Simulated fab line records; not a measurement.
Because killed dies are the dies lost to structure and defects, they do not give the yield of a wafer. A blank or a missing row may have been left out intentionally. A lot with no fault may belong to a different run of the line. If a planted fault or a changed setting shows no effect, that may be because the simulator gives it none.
A lot that was struck, set against a sound lot -- flow sky130 -- 16 out of 708 route steps
Sound: these wafers, L530.2, L530.4, L530.5. Struck: wafer L536.5. (L536.4, L536.6 of the same lot were not struck and are left out.) The cause comes at the end.
At each step with rows: each side's tool, then ch and its chambers, then its first start. Under that, the readings that differ: sound wafers -- struck wafers -- difference of the means -- sigmas: that difference in standard deviations of wafers without a fault.
alike: words and numbers the same on both sides, and readings whose means are apart by under 2 such deviations; not compared: readings that were withheld, readings missing a value for some wafer, numbers with overlapping values and no deviation given by the record, and bounds like >300 which may hide the same value.
The two part at a step that has a row with sigmas, a row that says differs or no value, or rows on one side only. Numbers that have no deviation but don't overlap get no sigmas and don't part them. A reading that every wafer of one side lacks parts them only if that side has two wafers or more.

first, 3 steps without rows for these wafers: SKY_METAL2_EXPOSE_12 (exposes mask MM2, target cd 140 nm); SKY_METAL2_PEB_13; SKY_METAL2_DEVELOP_14 (develop time 60 s).
SKY_METAL2_CD_MEAS_15 targets a cd of 140 nm.
  struck on cd-sem-02, day 39 03:19; sound on cd-sem-02, day 37 16:25
  alike: cd-nm
SKY_METAL2_OVL_MEAS_16:
  struck on overlay-02, day 39 03:23; sound on overlay-02, day 37 16:32
  alike: METAL2_OVL
SKY_METAL2_DESCUM_17: chemistry O2, time 8 s.
  sound on rie-metal-03 ch 0,1, day 37 16:34; struck on rie-metal-01 ch 0, day 39 03:25
reading,sound,struck,difference,sigmas
drypump-motor-current-A (A),6.0 5.8 5.8,5.1,-0.8,-2
  alike: oes-product-au, rf-fwd-power-W
  not compared: rf-hours-counter-h
SKY_METAL2_ETCH_18: etches BARC in N2/H2, stops on SiO2, time 45.9 s, target depth 60 nm.
  sound on rie-metal-03 ch 0,1, day 37 16:35; struck on rie-metal-01 ch 0, day 39 03:28
reading,sound,struck,difference,sigmas
oes-product-au (a.u.),0.856 0.860 0.849,0.865,+0.010,+2
  alike: drypump-motor-current-A, rf-fwd-power-W, throttle-valve-pct
  not compared: rf-hours-counter-h
SKY_METAL2_METAL_ETCH_19: etches the open film in Cl2/BCl3, stops on SiO2, target depth 360 nm, time 78 s.
  sound on rie-metal-03 ch 0,1, day 37 16:39; struck on rie-metal-01 ch 0, day 39 03:32
reading,sound,struck,difference,sigmas
drypump-motor-current-A (A),6.0 5.8 5.8,5.1,-0.8,-2
  alike: oes-product-au, rf-fwd-power-W, throttle-valve-pct
  not compared: rf-hours-counter-h
SKY_METAL2_STRIP_20: strips in O2/N2.
  sound on plasma-asher-03 ch 0,1, day 37 16:44; struck on plasma-asher-03 ch 0, day 39 03:38
  alike: drypump-motor-current-A, oes-product-au, strip-time-to-endpoint-s
  not compared: rf-hours-counter-h
then, 3 steps without rows for these wafers: SKY_METAL2_STRIP_21 (strips in post etch residue remover, time 1200 s); SKY_METAL2_CLEAN_22 (cleans in IPA, time 180 s); SKY_METAL2_CLEAN_23 (cleans in O3/DIW).
SKY_VIA2_HDPCVD_00: deposits SiO2, target thk 1180 nm, time 196.7 s.
  sound on hdpcvd-01 ch 0,1,2, day 37 17:20; struck on hdpcvd-01 ch 0, day 39 04:17
reading,sound,struck,difference,sigmas
run-length-s (s),224.8 224.3 225.0,259.8,+35.1,+86
model.SiO2_of_VIA2_HDPCVD_00.thk-nm (nm),1171 1193 1163,1410,+234,
SKY_VIA2_THK_MEAS_01:
  struck on film-metro-02, day 39 04:45; sound on film-metro-03, day 37 17:28
reading,sound,struck,difference,sigmas
VIA2_HDPCVD_THK (nm),1171 1193 1163,1411,+235,+16
  not compared: hold
SKY_VIA2_CMP_02: polishes SiO2.
  sound on cmp-01 ch 0,1,3, day 37 17:31; struck on cmp-02 ch 1, day 39 10:57
reading,sound,struck,difference,sigmas
hold,- - -,await-dispo/5.9h/release,no value on the sound wafers,
  alike: edge-zone-pressure-frac, motor-current-A, platen-rpm
then, 1 step without rows for these wafers: SKY_PAD_OPEN_PROBE_99.

WHERE THEY PART
Earliest at SKY_METAL2_DESCUM_17; latest, in this record, at SKY_VIA2_CMP_02.

WHY: the cause the simulator had injected
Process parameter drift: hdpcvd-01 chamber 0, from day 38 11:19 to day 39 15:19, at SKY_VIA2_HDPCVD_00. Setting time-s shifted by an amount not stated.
